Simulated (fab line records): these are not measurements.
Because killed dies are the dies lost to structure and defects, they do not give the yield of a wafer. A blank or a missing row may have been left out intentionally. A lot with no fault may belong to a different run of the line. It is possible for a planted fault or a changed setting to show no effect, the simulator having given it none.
2 desks looking at one fault / flow sky130 / numbers are kept per desk, each desk with only its own; the story behind them comes last

THE METROLOGY DESK
Means of the sampled wafers that have a number, per lot and without regard to the tool the lot ran on: this is what the gauges read. Any lot whose mean is over 4 standard deviations away from the usual mean is out of limits and marked OUT; that distance is given in the brackets.
Columns: A = VIA3_W_RS at SKY_VIA3_RS_MEAS_22, usual 0.2953 ohm/sq; B = VIA3_W_THK at SKY_VIA3_THK_MEAS_23, usual 393 nm
lot=L468; first seen here=day 39 21:16; A=0.2956; B=387
lot=L476; first seen here=day 42 08:03; A=0.2964; B=396
lot=L477; first seen here=day 42 13:04; A=0.2942; B=399
lot=L486; first seen here=day 45 01:10; A=0.2974; B=398
lot=L489; first seen here=day 45 20:33; A=0.2916; B=403
lot=L490; first seen here=day 46 01:11; A=0.2925; B=390
Result from this desk: across the 6 lots, nothing is out of limits.

TOOL OWNER'S DESK, pvd sputter-02
The tool's own readings at SKY_METAL4_SPUTTER_03 (material Ti, target thk 5 nm, time 3.3 s): means of the sampled wafers that have a number, for each lot that ran on this tool. Any lot whose mean is over 4 standard deviations away from the usual mean is out of limits and marked OUT; that distance is given in the brackets.
Columns: A = cathode dc power W at SKY_METAL4_SPUTTER_03, usual 3000.0 W; B = chamber pressure pa at SKY_METAL4_SPUTTER_03, usual 0.4001 Pa; C = throttle valve pct at SKY_METAL4_SPUTTER_03, usual 30.6 %
lot=L490; first seen here=day 46 01:45; A=2999.7; B=0.3999; C=30.7
This desk's finding: nothing out of limits on the one lot.

BROUGHT TOGETHER
At the metrology desk, nothing out of limits was observed.
The tool owner's desk saw nothing out of limits.

WHAT THE SIMULATOR HAD PUT IN
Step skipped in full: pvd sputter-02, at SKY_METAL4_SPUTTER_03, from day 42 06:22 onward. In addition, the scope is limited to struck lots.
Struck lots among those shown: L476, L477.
